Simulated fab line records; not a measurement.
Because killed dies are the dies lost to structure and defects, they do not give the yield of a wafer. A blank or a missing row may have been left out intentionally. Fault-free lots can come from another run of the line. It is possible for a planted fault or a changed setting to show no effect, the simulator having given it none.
Matching of chambers / flow gf180mcu / GF_CONTACT_CMP_27 on cmp-02: 4 sister chambers
The step polishes, stops on SiO2, t overpolish 15 s, target thk 0 nm. 14 wafers are shown with their chamber, then 6 later ones without.

## WAFERS PAIRED WITH THEIR CHAMBERS
wafer=L451.3; chamber=3; motor_current_A (A)=10.6
wafer=L451.5; chamber=1; motor_current_A (A)=12.8
wafer=L451.6; chamber=2; motor_current_A (A)=11.2
wafer=L452.2; chamber=3; motor_current_A (A)=10.4
wafer=L452.3; chamber=0; motor_current_A (A)=11.4
wafer=L452.5; chamber=0; motor_current_A (A)=11.2
wafer=L453.4; chamber=0; motor_current_A (A)=11.9
wafer=L453.5; chamber=1; motor_current_A (A)=11.7
wafer=L453.6; chamber=2; motor_current_A (A)=10.1
wafer=L455.1; chamber=1; motor_current_A (A)=13.5
wafer=L455.3; chamber=2; motor_current_A (A)=9.7
wafer=L455.5; chamber=1; motor_current_A (A)=12.3
wafer=L461.3; chamber=3; motor_current_A (A)=10.9
wafer=L461.4; chamber=1; motor_current_A (A)=13.1

SIGNATURES (averages over the wafers above)
reading=motor_current_A; chamber 0=11.500; chamber 1=12.680; chamber 2=10.333; chamber 3=10.633; scatter within a chamber=0.597
Rule: a wafer's distance from a chamber is the root of the sum, over the readings, of the square of ((its reading less the chamber's mean) divided by the reading's scatter). If the next closest chamber is less than 2 further off than the closest, the wafer can't be placed; otherwise it belongs to the closest. The scatter: take each reading less its chamber's mean, square it, sum over the shown wafers, divide by the number of wafers less the number of chambers, and take the root.

## WAFERS WITHOUT THEIR CHAMBER
wafer=L468.4; motor_current_A (A)=12.5
wafer=L468.5; motor_current_A (A)=13.1
wafer=L468.6; motor_current_A (A)=10.4
wafer=L474.1; motor_current_A (A)=10.6
wafer=L474.2; motor_current_A (A)=10.7
wafer=L474.4; motor_current_A (A)=12.8

## EACH ONE'S CHAMBER
wafer=L468.4; from the rows above=can't be placed: 1 or 0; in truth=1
wafer=L468.5; from the rows above=can't be placed: 1 or 0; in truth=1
wafer=L468.6; from the rows above=can't be placed: 2 or 3 or 0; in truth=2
wafer=L474.1; from the rows above=can't be placed: 3 or 2 or 0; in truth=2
wafer=L474.2; from the rows above=can't be placed: 3 or 2 or 0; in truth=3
wafer=L474.4; from the rows above=can't be placed: 1 or 0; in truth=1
Correct placement for 0 of the 6. These rows do not allow placing 6 (true chamber among the candidates in 6). 0 placed wrongly.
